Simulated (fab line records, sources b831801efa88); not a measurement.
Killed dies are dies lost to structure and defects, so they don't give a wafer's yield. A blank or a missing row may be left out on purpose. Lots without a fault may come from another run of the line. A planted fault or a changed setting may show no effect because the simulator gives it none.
fab line records | flow sfq_line
record lots=6 wafers=18 last_day=91
route steps=325 shown JJ@190 M5@198
lots that met no fault: from a run of the same line without faults
start_h: hours from the record's first day to the start of the lot's first wafer shown | wait_h: hours since the lot's step before | " the same as in the row above | L1.1+2: a row that stands for several wafers | - no value, or no start given | * or withheld: withheld | < > ~ a bound
route shown NAME@n: a module of which the file shows steps, and the number in the route of the first | usual: mean/standard deviation of fault-free wafers | same: alike in all rows | chamber/n: place in a boat | sites: the reading at each site | _std_site: their standard deviation | _edge_site: outer sites' mean less inner sites' | radius_mm: how far each site lies from the wafer's centre | mask NAME#n: copy n | behind: the tool/chamber that last shaped the wafer | hold: why the lot was held/for how many hours/how that ended | device: the transistor (n, p or np) that didn't switch | end of line: the same wafers' tests at the end of the route | a step without rows: its recipe alone | killed: dies lost to structure and defects at the first sort, not the wafer's yield | map: a wafer's dies, x killed, . not, _ none there
set.NAME: the setting as run; set.NAME@STEP: as run at that earlier step | model.NAME: the simulator's own value behind a step, which no gauge read
lots at some steps of the route; a table a step, a row a wafer
services: from which hour (start_h, from the record's first day; less than 0 if before it) a tool's chamber was out of use, for how many hours, and why
## steps
# step SFQ_TRILAYER_JJ_CE_LITHO_DEVELOP_116
# recipe time_s=60 resist=KrF
# step SFQ_JJ_OVL_MEAS_931
# usual J5_OVL=2/4.8
# columns lot.wafer tool chamber start_h wait_h J5_OVL[nm]
L449.2 overlay-02 - 1204.83 0.1 -8
L449.5 " - " " -4
L449.6 " - " " 4
L450.1 overlay-02 - 1211.52 0.1 -1
L450.3 " - " " 2
L450.4 " - " " 4
L461.2 overlay-01 - 1336.58 0.1 13
L461.5 " - " " 7
L461.6 " - " " 6
L463.3 overlay-01 - 1342.75 0.1 0
L463.4 " - " " 2
L463.5 " - " " 3
L468.3 overlay-01 - 1513.20 0.1 2
L468.4 " - " " 8
L468.5 " - " " -5
L469.4 overlay-01 - 1526.48 0.1 -3
L469.5 " - " " 2
L469.6 " - " " -5
# step SFQ_TRILAYER_JJ_CE_METRO_MEASURE_117
# usual cd_nm=699.9/1.3
# columns lot.wafer tool chamber start_h wait_h cd_nm
L449.2 cd_sem-02 - 1205.06 0.2 698.8
L449.5 " - " " 698.3
L449.6 " - " " 698.3
L450.1 cd_sem-01 - 1211.55 0.0 700.9
L450.3 " - " " 700.7
L450.4 " - " " 699.5
L461.2 cd_sem-01 - 1336.81 0.2 701.2
L461.5 " - " " 700.8
L461.6 " - " " 700.6
L463.3 cd_sem-01 - 1343.17 0.4 699.4
L463.4 " - " " 698.7
L463.5 " - " " 701.2
L468.3 cd_sem-02 - 1513.62 0.4 700.4
L468.4 " - " " 702.1
L468.5 " - " " 701.0
L469.4 cd_sem-01 - 1527.10 0.6 697.0
L469.5 " - " " 697.7
L469.6 " - " " 698.1
# step SFQ_TRILAYER_JJ_CE_BARC_OPEN_RIE_150
# recipe mask_material=PR chemistry=O2 target_depth_nm=240 target=BARC icp_w=600 bias_w=80 pressure_mtorr=10 time_s=80
# usual drypump_motor_current_A=5.7/0.45 oes_product_au=0.537/0.0046
# columns lot.wafer tool chamber start_h wait_h drypump_motor_current_A oes_product_au rf_hours_counter_h
L449.2 rie_metal-02 1 1206.06 0.8 5.4 0.537 106
L449.5 " 0 " " 6.3 0.534 -
L449.6 " 1 " " 5.5 0.532 -
L450.1 rie_metal-04 1 1212.75 1.0 5.8 0.539 132
L450.3 " 1 " " 5.9 0.543 -
L450.4 " 0 " " 5.1 0.533 -
L461.2 rie_metal-02 1 1337.81 0.8 5.4 0.526 124
L461.5 " 0 " " 6.3 0.538 -
L461.6 " 1 " " 5.4 0.539 -
L463.3 rie_metal-02 1 1344.00 0.6 5.4 0.540 -
L463.4 " 0 " " 6.3 0.526 -
L463.5 " 1 " " 5.4 0.538 -
L468.3 rie_metal-02 0 1514.45 0.6 6.3 0.539 -
L468.4 " 1 " " 5.4 0.534 -
L468.5 " 0 " " 6.3 0.537 -
L469.4 rie_metal-04 1 1527.73 0.4 5.8 0.541 -
L469.5 " 1 " " 5.8 0.536 -
L469.6 " 0 " " 5.1 0.534 -
# step SFQ_TRILAYER_JJ_CE_ETCH_RIE_118
# recipe target=Nb stop_on=Al2O3 mask_material=PR taper_deg=13.257 over_etch_frac=0.15 time_s=97.7 chemistry=SF6 target_depth_nm=170 icp_w=600 bias_w=80 pressure_mtorr=10
# usual drypump_motor_current_A=5.7/0.46 oes_product_au=0.989/0.0064
# columns lot.wafer tool chamber start_h wait_h drypump_motor_current_A oes_product_au rf_hours_counter_h
L449.2 rie_metal-02 1 1206.15 0.1 5.4 0.988 106
L449.5 " 0 " " 6.3 0.988 -
L449.6 " 1 " " 5.4 0.980 -
L450.1 rie_metal-04 1 1212.85 0.1 5.8 0.984 132
L450.3 " 1 " " 5.8 0.985 -
L450.4 " 0 " " 5.1 0.986 -
L461.2 rie_metal-02 1 1337.91 0.1 5.4 0.988 124
L461.5 " 0 " " 6.3 0.982 -
L461.6 " 1 " " 5.4 0.988 -
L463.3 rie_metal-02 1 1344.10 0.1 5.4 0.981 -
L463.4 " 0 " " 6.3 0.980 -
L463.5 " 1 " " 5.4 0.986 -
L468.3 rie_metal-02 0 1514.55 0.1 6.3 0.978 -
L468.4 " 1 " " 5.4 0.994 -
L468.5 " 0 " " 6.3 0.980 -
L469.4 rie_metal-04 1 1527.82 0.1 5.8 0.996 -
L469.5 " 1 " " 5.8 0.984 -
L469.6 " 0 " " 5.1 0.987 -
# step SFQ_TRILAYER_JJ_ANODIZE_ANODIZE_119
# recipe current_density_ma_cm2=withheld end_current_density_ma_cm2=withheld bath_temp_c=withheld
# step SFQ_TRILAYER_JJ_CE_STRIP_STRIP_120
# recipe gas=O2 power_w=202.3 platen_temp_c=40 overash_fraction=0.65 chemistry=O2 pressure_mtorr=50
# usual drypump_motor_current_A=5.9/0.4 oes_product_au=1.001/0.0089
# columns lot.wafer tool chamber start_h wait_h drypump_motor_current_A oes_product_au rf_hours_counter_h
L449.2 rie_metal-04 1 1206.75 0.0 5.9 0.999 131
L449.5 " 0 " " 5.1 0.993 -
L449.6 " 1 " " 5.8 0.990 -
L450.1 rie_metal-04 0 1213.45 0.0 5.1 1.001 71
L450.3 " 1 " " 5.8 0.995 -
L450.4 " 0 " " 5.1 0.997 -
L461.2 rie_metal-02 0 1338.51 0.0 6.3 0.995 120
L461.5 " 0 " " 6.3 0.997 -
L461.6 " 1 " " 5.5 1.009 -
L463.3 rie_metal-02 1 1344.87 0.2 5.4 1.002 -
L463.4 " 0 " " 6.3 0.993 -
L463.5 " 1 " " 5.4 0.998 -
L468.3 rie_metal-03 0 1515.32 0.2 6.1 1.012 -
L468.4 " 1 " " 6.0 0.988 -
L468.5 " 1 " " 6.0 0.995 -
L469.4 rie_metal-02 1 1528.64 0.2 5.5 1.003 -
L469.5 " 1 " " 5.4 1.001 -
L469.6 " 0 " " 6.3 1.000 -
# step SFQ_TRILAYER_JJ_CE_STRIP_SOLV_CLEAN_121
# recipe chemistry=NMP temp_c=70 time_s=600
# step SFQ_TRILAYER_M5_LITHO_COAT_128
# recipe resist=BARC spin_rpm=3000 resist_thk_nm=62
# step SFQ_TRILAYER_M5_LITHO_COAT_123
# recipe resist=KrF spin_rpm=3000 resist_thk_nm=600
# step SFQ_TRILAYER_M5_LITHO_SOFTBAKE_127
# recipe temp_c=withheld time_s=withheld resist=KrF
# step SFQ_TRILAYER_M5_LITHO_EXPOSE_124
# recipe mask_id=M5 na=0.6 source_shape=conventional sigma_outer=0.65 target_cd_nm=700 dose_mj=14.4
# step SFQ_TRILAYER_M5_LITHO_PEB_126
# recipe peb_temp_c=115 peb_time_s=60 resist=KrF
# columns lot.wafer tool chamber start_h wait_h
L449.2+5+6 litho_track-04 0 1209.67 0.8
L450.1+3+4 litho_track-03 0 1220.11 1.0
L461.2+5+6 litho_track-03 0 1341.26 0.8
L463.3+4+5 litho_track-03 0 1347.45 0.7
L468.3+4+5 litho_track-03 0 1521.33 0.7
L469.4+5+6 litho_track-01 0 1535.56 0.5
# step SFQ_TRILAYER_M5_LITHO_DEVELOP_125
# recipe time_s=60 resist=KrF
# step SFQ_M5_OVL_MEAS_932
# usual M5_OVL=6/6
# columns lot.wafer tool chamber start_h wait_h M5_OVL[nm]
L449.2 overlay-02 - 1209.96 0.1 9
L449.5 " - " " 11
L449.6 " - " " 14
L450.1 overlay-01 - 1220.41 0.1 -9
L450.3 " - " " -2
L450.4 " - " " -1
L461.2 overlay-01 - 1341.54 0.1 1
L461.5 " - " " 10
L461.6 " - " " 4
L463.3 overlay-01 - 1347.71 0.1 6
L463.4 " - " " 10
L463.5 " - " " 19
L468.3 overlay-01 - 1521.60 0.1 10
L468.4 " - " " -3
L468.5 " - " " 7
L469.4 overlay-01 - 1535.80 0.1 -3
L469.5 " - " " -5
L469.6 " - " " -3
# step SFQ_TRILAYER_M5_BARC_OPEN_METAL_ETCH_161
# recipe mask_material=PR chemistry=O2 target_depth_nm=125 target=BARC icp_w=589.1 bias_w=80 pressure_mtorr=10 time_s=41.7
# usual drypump_motor_current_A=6.07/0.28 oes_product_au=0.685/0.0044
# columns lot.wafer tool chamber start_h wait_h drypump_motor_current_A oes_product_au rf_hours_counter_h model.M5.cd_nm
L449.2 rie_metal-03 0 1210.01 0.0 6.12 0.687 - 700.6
L449.5 " 0 " " 6.09 0.693 - 701.2
L449.6 " 0 " " 6.12 0.684 - 700.5
L450.1 rie_metal-02 0 1220.44 0.0 6.32 0.682 104 701.3
L450.3 " 0 " " 6.32 0.681 - 700.5
L450.4 " 1 " " 5.42 0.680 - 701.8
L461.2 rie_metal-03 0 1341.57 0.0 6.10 0.684 75 690.4
L461.5 " 0 " " 6.11 0.688 - 690.8
L461.6 " 1 " " 6.00 0.686 - 691
L463.3 rie_metal-03 1 1347.75 0.0 6.00 0.687 - 689.8
L463.4 " 0 " " 6.09 0.689 - 690.2
L463.5 " 1 " " 6.00 0.683 - 690.7
L468.3 rie_metal-03 0 1521.64 0.0 6.11 0.679 - 699.3
L468.4 " 1 " " 6.00 0.679 - 700
L468.5 " 1 " " 6.00 0.684 - 700.1
L469.4 rie_metal-01 0 1535.84 0.0 6.42 0.686 - 700.2
L469.5 " 1 " " 5.86 0.691 - 700.1
L469.6 " 0 " " 6.43 0.686 - 701.1
# step SFQ_TRILAYER_M5_ETCH_METAL_ETCH_126
# recipe target=Nb stop_on=SiO2 mask_material=PR over_etch_frac=0.15 time_s=203.2 chemistry=Cl2/BCl3 target_depth_nm=265 icp_w=600 bias_w=80 pressure_mtorr=10
# usual drypump_motor_current_A=6.07/0.28 oes_product_au=0.727/0.0054
# columns lot.wafer tool chamber start_h wait_h drypump_motor_current_A oes_product_au rf_hours_counter_h model.M5.cd_nm
L449.2 rie_metal-03 0 1210.17 0.1 6.10 0.727 - 699.4
L449.5 " 0 " " 6.08 0.730 - 700.3
L449.6 " 0 " " 6.09 0.722 - 700
L450.1 rie_metal-02 0 1220.50 0.0 6.26 0.722 104 699.8
L450.3 " 0 " " 6.25 0.731 - 699.1
L450.4 " 1 " " 5.42 0.735 - 700.2
L461.2 rie_metal-03 0 1341.63 0.0 6.11 0.725 75 689.2
L461.5 " 0 " " 6.11 0.732 - 688.9
L461.6 " 1 " " 6.00 0.731 - 690.2
L463.3 rie_metal-03 1 1347.86 0.1 6.02 0.715 - 689.6
L463.4 " 0 " " 6.11 0.722 - 688.3
L463.5 " 1 " " 6.00 0.726 - 690.4
L468.3 rie_metal-03 0 1521.74 0.1 6.10 0.735 - 700
L468.4 " 1 " " 6.02 0.718 - 698
L468.5 " 1 " " 6.01 0.724 - 700.1
L469.4 rie_metal-01 0 1535.94 0.1 6.45 0.720 - 700
L469.5 " 1 " " 5.91 0.735 - 699.6
L469.6 " 0 " " 6.48 0.727 - 699.1
# step SFQ_TRILAYER_M5_STRIP_STRIP_127
# recipe gas=O2 power_w=200 platen_temp_c=40 overash_fraction=0.65 chemistry=O2 pressure_mtorr=50
# usual drypump_motor_current_A=6.07/0.28 oes_product_au=1.001/0.0095
# columns lot.wafer tool chamber start_h wait_h drypump_motor_current_A oes_product_au rf_hours_counter_h
L449.2 rie_metal-03 0 1210.69 0.5 6.08 1.005 -
L449.5 " 0 " " 6.07 1.009 -
L449.6 " 0 " " 6.05 1.007 -
L450.1 rie_metal-02 0 1220.70 0.1 6.28 0.994 105
L450.3 " 0 " " 6.28 0.982 -
L450.4 " 1 " " 5.44 0.996 -
L461.2 rie_metal-03 0 1341.83 0.1 6.09 1.004 75
L461.5 " 0 " " 6.09 1.010 -
L461.6 " 1 " " 6.00 1.008 -
L463.3 rie_metal-03 1 1348.19 0.3 5.99 1.013 -
L463.4 " 0 " " 6.11 1.012 -
L463.5 " 1 " " 6.00 1.008 -
L468.3 rie_metal-03 0 1522.07 0.3 6.09 1.011 -
L468.4 " 1 " " 5.99 1.018 -
L468.5 " 1 " " 5.99 1.021 -
L469.4 rie_metal-01 0 1536.27 0.3 6.52 1.002 -
L469.5 " 1 " " 5.95 1.012 -
L469.6 " 0 " " 6.49 1.006 -
## services
# columns tool chamber start_h hours kind
rie_metal-03 - 1182.65 0.5 repair
rie_metal-02 - 1189.74 2.8 pm
cd_sem-02 - 1206.27 2.6 pm
rie_metal-02 - 1219.29 0.8 repair
cd_sem-01 - 1228.14 0.4 pm
cd_sem-02 - 1229.67 1.9 pm
cd_sem-02 - 1246.61 24.7 repair
rie_metal-03 - 1268.64 2.8 pm
cd_sem-02 - 1271.29 0.7 pm
rie_metal-01 - 1272.33 0.2 repair
cd_sem-01 - 1276.90 0.4 pm
rie_metal-02 - 1295.42 1.4 pm
cd_sem-01 - 1303.65 5.1 repair
cd_sem-01 - 1328.01 0.4 pm
rie_metal-04 - 1353.39 2.8 pm
cd_sem-01 - 1369.52 0.9 repair
rie_metal-02 1 1397.02 29.0 repair
cd_sem-01 - 1411.76 1.7 pm
rie_metal-03 - 1412.31 1.1 repair
cd_sem-01 - 1413.42 1.2 pm
cd_sem-01 - 1428.17 2.1 pm
cd_sem-01 - 1482.32 0.9 pm
rie_metal-03 1 1486.83 5.3 repair
cd_sem-01 - 1512.01 3.4 pm
## key
first_sign none at tools or gauges
model_effect step=SFQ_TRILAYER_M5_BARC_OPEN_METAL_ETCH_161 value=M5.cd_nm without=700.2 struck=690.5
model_effect step=SFQ_TRILAYER_M5_ETCH_METAL_ETCH_126 value=M5.cd_nm without=699.1 struck=689.4
met_at SFQ_TRILAYER_M5_LITHO_PEB_126
struck_wafers L461.2,L461.5,L461.6,L463.3,L463.4,L463.5
onset_between 1220.11 1341.26
fault kind=process_parameter_drift tool=litho_track-03 chamber=- onset_h=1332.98 steps=SFQ_TRILAYER_M5_LITHO_PEB_126 channel=peb_time_s offset=* shape=step end_h=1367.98 acts_in=* stated=*
